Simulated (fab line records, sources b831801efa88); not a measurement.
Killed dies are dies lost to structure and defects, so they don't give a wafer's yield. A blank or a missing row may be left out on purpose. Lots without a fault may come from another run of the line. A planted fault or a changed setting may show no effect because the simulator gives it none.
One fault seen from 2 desks | flow sky130 | each desk has only its own numbers; what lay behind them comes last

THE METROLOGY DESK
What the gauges read, lot by lot, whatever tool the lot ran on: means of the sampled wafers that have a number. A lot is out of limits, marked OUT, if its mean lies more than 4 standard deviations from the usual mean; the brackets give that distance.
Columns: A = CAPM_CVD_00_THK at SKY_CAPM_THK_MEAS_01, usual 15.57 nm
lot  | first seen here | A
L244 | day 36 12:59    | 15.74
L246 | day 37 08:19    | 15.64
L247 | day 37 17:03    | 15.37
L248 | day 38 06:38    | 15.52
L250 | day 38 21:26    | 15.49
L251 | day 39 02:05    | 15.58
L252 | day 39 07:50    | 15.39
L262 | day 42 05:38    | 15.32
L263 | day 42 09:49    | 15.41
L264 | day 42 18:15    | 15.48
L265 | day 43 01:51    | 15.52
This desk's finding: nothing out of limits on any of the 11 lots.

THE TOOL OWNER'S DESK: pecvd-03
The tool's own readings at SKY_CAPM_CVD_00 (deposits SiO2, target thk 15.5 nm): means of the sampled wafers that have a number, for each lot that ran on this tool. A lot is out of limits, marked OUT, if its mean lies more than 4 standard deviations from the usual mean; the brackets give that distance.
Columns: A = heater_power_outer_w at SKY_CAPM_CVD_00, usual 422 W; B = heater_power_w at SKY_CAPM_CVD_00, usual 702 W; C = rf_fwd_power_W at SKY_CAPM_CVD_00, usual 443.0 W
lot  | first seen here | A   | B   | C
L244 | day 36 12:58    | 400 | 679 | 442.2
L248 | day 38 06:37    | 399 | 654 | 445.0
L251 | day 39 02:04    | 398 | 686 | 441.8
L262 | day 42 05:37    | 426 | 699 | 420.9 (-11) OUT
L263 | day 42 09:47    | 416 | 683 | 420.0 (-11) OUT
This desk's finding: out of limits on L262, L263; first on L262, day 42 05:37 (rf_fwd_power_W at SKY_CAPM_CVD_00). In limits: L244, L248, L251.

PUT TOGETHER
The tool owner's desk could have raised an alarm at day 42 05:37, on L262, L263.
The metrology desk saw nothing out of limits.
The metrology desk has L262, L263 on record, within its limits.
Of the lots named, all ran SKY_CAPM_CVD_00 on pecvd-03.

WHAT THE SIMULATOR HAD PUT IN
Process parameter drift: pecvd-03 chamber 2, from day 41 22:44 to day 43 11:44, at SKY_CAPM_CVD_00. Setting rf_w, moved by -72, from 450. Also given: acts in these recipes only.
Lots struck among those shown: L262, L263.
Hours from the fault's start to each desk's first reading out of limits: the tool owner's desk, 7.
